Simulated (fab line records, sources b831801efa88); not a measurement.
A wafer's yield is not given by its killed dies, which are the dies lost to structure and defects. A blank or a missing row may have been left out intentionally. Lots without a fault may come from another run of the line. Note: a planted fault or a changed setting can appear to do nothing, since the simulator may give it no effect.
8D (eight disciplines) problem report, filled in by code -- flow gf180mcu -- the parts of the form that need people (team, actions taken, sign-off) are left out

== 1. WHAT WENT WRONG ==
MIM_CVD_05_THK at GF_MIM_THK_MEAS_06 reads a mean of 35.4 nm on 2 wafers of 1 lot; wafers without a fault read 42.0 nm with a standard deviation of 0.47. That puts it -14 standard deviations away from the usual mean.
Earliest sighting: wafer L815.1 on film-metro-01 at day 27 07:25. The record has a number at this step for 36 wafers belonging to 12 lots. The rule behind "out" and "out of limits": a value lying over 4 standard deviations away from the usual mean. All remaining wafers that have a number are taken as sound.

== 2. WHAT IT IS AND WHAT IT IS NOT ==
question,is,is not
which readings at this step,MIM_CVD_05_THK,-
which lots,L815,"L808, L809, L811, L812, L823, L826, L827, L828, L829, L830, L831"
which wafers of those lots,"L815.1, L815.4",L815.6
read on which gauges,film-metro-01,"film-metro-02, film-metro-03"
when,from day 27 07:25,"up to then (13 sound wafers); but 21 sound wafers of L823, L826, L827, L828, L829, L830, L831 came after"

== 3. SUSPECTS, AND WHAT RULES EACH OUT ==
Counting: any tool at a process step up to the reading remains a suspect provided it ran every lot that is out. Sound lots after the first of them don't rule it out here, since some wafers of a struck lot are sound.
- ruled out: the gauge at GF_MIM_THK_MEAS_06. All the wafers that are out were read on film-metro-01, but those of them that GF_MIM_CVD_05 has rows for are out there too, on other tools.
- pecvd-03 at GF_MIM_CVD_05 (deposits Si3N4, target thk 42 nm, time 29.086 s): kept. The lot that is out, L815, ran on it at day 27 07:23; the last sound lot it ran before that was L812, at day 25 19:13. On those wafers its own readings are out: run-length-s.
- The sound lot-mates ran in chamber 1 of pecvd-03 at GF_MIM_CVD_05, but the wafers that are out ran in chamber 0.
The count leaves pecvd-03 at GF_MIM_CVD_05.

== 4. THE CAUSE (what the simulator had put in) ==
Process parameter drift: pecvd-03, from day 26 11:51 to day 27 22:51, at GF_MIM_CVD_05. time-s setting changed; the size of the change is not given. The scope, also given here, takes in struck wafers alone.
This tool alone remained once counting was done.

== 5. SEQUENCE OF EFFECTS, ordered by route ==
Each row: a reading whose mean over the struck wafers that have a number lies more than 3 standard deviations from the usual. Only readings for which the record gives a usual standard deviation are gone through. hours: the time from each lot's start at the first step in this table that gives one to its start at this step, as a median over the lots. sigmas: the change in usual standard deviations.
hours,step,reading,usual,on struck wafers,change,sigmas
0,GF_MIM_CVD_05,run-length-s,57.0 s,53.0,-4.0,-10
0,GF_MIM_THK_MEAS_06,MIM_CVD_05_THK,42.0 nm,35.4,-6.6,-14
Here are the process steps it includes:
- GF_MIM_CVD_05: deposits Si3N4, target thk 42 nm, time 29.086 s.

== 6. HOW IT WOULD HAVE BEEN CAUGHT EARLIER ==
20 hours passed between the start of the fault at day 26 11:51 and the first reading out of limits at a measuring or inspecting step in this record, taken at day 27 07:25.
The tool's own readings at GF_MIM_CVD_05 were out on every struck wafer that the step has a row for (run-length-s): an alarm limit on them would have fired on the first of those.
By day 27 07:25 the whole set of lots that are out, 1 in number, had already begun GF_MIM_CVD_05 on pecvd-03. Holding the tool at that point would not have protected any of them.
